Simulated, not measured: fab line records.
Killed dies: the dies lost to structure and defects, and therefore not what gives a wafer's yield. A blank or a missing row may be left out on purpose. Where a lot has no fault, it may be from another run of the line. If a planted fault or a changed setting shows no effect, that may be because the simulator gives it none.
What tool caused it? -- flow gf180mcu -- route of 602 steps, sampled at 1 step: 7 lots, 21 wafers

WHAT EACH GAUGE READ, for each wafer
GF_V1_RS_MEAS_24: uses a four-point probe to measure.
lot,measured,on,V1_W_RS (ohm/sq)
L986,day 18 17:59,film-metro-03,0.3279 0.3286 0.3273
L988,day 19 05:19,film-metro-04,0.3276 0.3254 0.3246
L999,day 23 17:11,film-metro-02,0.3264 0.3250 0.3231
L101,day 24 02:44,film-metro-03,0.3267 0.3230 0.3267
L104,day 24 21:23,film-metro-02,0.3283 0.3255 0.3286
L106,day 25 13:37,film-metro-04,0.3294 0.3308 0.3285
L108,day 26 01:40,film-metro-03,0.3274 0.3249 0.3243

TOOL THAT RAN EACH LOT (tool first, then ch and the chambers of the sampled wafers, then the start)
No process step before these readings appears in the record.

THE ANSWER, worked out from the rows above alone
Rule: the usual values come from the lots themselves. The widest of any qualifying gaps counts: lots, ordered by their means at a reading, are off when they make up no more than a third of the lots, leave a main group of 4 or more, and stand apart from it by 3 or more times the standard deviation of that group's means. A main group whose means are all the same, to the digits that the tables above print for the reading, isn't used. Also off: a lot with no number at a reading for which 4 or more lots have one. The other lots that the step has rows for count as sound.
Across all readings shown, no lot is off: no conclusion can be drawn from this.

WHAT THE SIMULATOR PUT IN
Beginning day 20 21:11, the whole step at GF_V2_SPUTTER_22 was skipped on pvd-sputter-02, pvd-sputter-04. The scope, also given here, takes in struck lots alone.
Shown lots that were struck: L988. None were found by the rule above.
